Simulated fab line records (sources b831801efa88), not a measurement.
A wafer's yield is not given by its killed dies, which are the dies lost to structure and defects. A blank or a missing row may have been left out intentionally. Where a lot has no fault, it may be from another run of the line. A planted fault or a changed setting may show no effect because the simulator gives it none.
Matching of chambers + flow gf180mcu + 4 sister chambers for GF_V2_ETCH_16 on rieDiel-02
The step etches BARC in N2/H2. 14 wafers are shown with their chamber, then 7 later ones without.

== EACH WAFER AND ITS CHAMBER ==
| wafer  | chamber | drypumpMotorCurrentA (A) | throttleValvePct (%) | biasW (W) |
|--------|---------|--------------------------|----------------------|-----------|
| L510.1 | 3       | 5.1                      | 13.231               | 100.4     |
| L510.4 | 0       | 5.0                      | 13.230               | 100.2     |
| L510.6 | 2       | 5.5                      | 13.210               | 100.0     |
| L512.3 | 0       | 5.1                      | 13.233               | 100.0     |
| L512.5 | 0       | 5.0                      | 13.230               | 100.1     |
| L512.6 | 1       | 5.7                      | 13.227               | 99.8      |
| L513.3 | 1       | 5.7                      | 13.235               | 100.3     |
| L513.4 | 2       | 5.5                      | 13.210               | 99.7      |
| L513.6 | 3       | 5.1                      | 13.221               | 99.8      |
| L525.2 | 1       | 5.7                      | 13.225               | 99.6      |
| L525.4 | 0       | 5.0                      | 13.234               | 99.7      |
| L525.6 | 2       | 5.5                      | 13.229               | 99.8      |
| L526.3 | 1       | 5.7                      | 13.231               | 100.1     |
| L526.4 | 2       | 5.6                      | 13.238               | 99.3      |

SIGNATURES (means of the wafers above)
| reading              | chamber 0 | chamber 1 | chamber 2 | chamber 3 | scatter within a chamber |
|----------------------|-----------|-----------|-----------|-----------|--------------------------|
| drypumpMotorCurrentA | 5.025     | 5.700     | 5.525     | 5.100     | 0.0387                   |
| throttleValvePct     | 13.23175  | 13.22950  | 13.22175  | 13.22600  | 0.00845                  |
| biasW                | 100.000   | 99.950    | 99.700    | 100.100   | 0.295                    |
Rule: a wafer lies at a distance from a chamber equal to the root of the sum of squares, over the readings, of (its reading less the chamber's mean, divided by the reading's scatter). The wafer belongs to the nearest chamber; if the next one is less than 2 further off, it can't be placed. The scatter: take each reading less its chamber's mean, square it, sum over the shown wafers, divide by the number of wafers less the number of chambers, and take the root.

== WAFERS WITH NO CHAMBER GIVEN ==
| wafer  | drypumpMotorCurrentA (A) | throttleValvePct (%) | biasW (W) |
|--------|--------------------------|----------------------|-----------|
| L526.6 | 5.5                      | 13.216               | 99.5      |
| L528.1 | 5.1                      | 13.232               | 99.7      |
| L528.2 | 5.7                      | 13.224               | 99.7      |
| L528.3 | 5.0                      | 13.239               | 99.9      |
| L529.4 | 5.0                      | 13.239               | 100.3     |
| L529.5 | 5.0                      | 13.216               | 100.6     |
| L529.6 | 5.7                      | 13.218               | 100.1     |

== WHICH CHAMBER EACH WENT THROUGH ==
| wafer  | from the rows above     | in truth |
|--------|-------------------------|----------|
| L526.6 | 2                       | 2        |
| L528.1 | can't be placed: 3 or 0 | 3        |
| L528.2 | 1                       | 1        |
| L528.3 | can't be placed: 0 or 3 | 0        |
| L529.4 | can't be placed: 0 or 3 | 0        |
| L529.5 | can't be placed: 0 or 3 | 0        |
| L529.6 | 1                       | 1        |
Placed correctly: 3 of 7. Cannot be placed on the basis of these rows: 4; the candidates contain the true chamber in 4. Wrongly placed: 0.
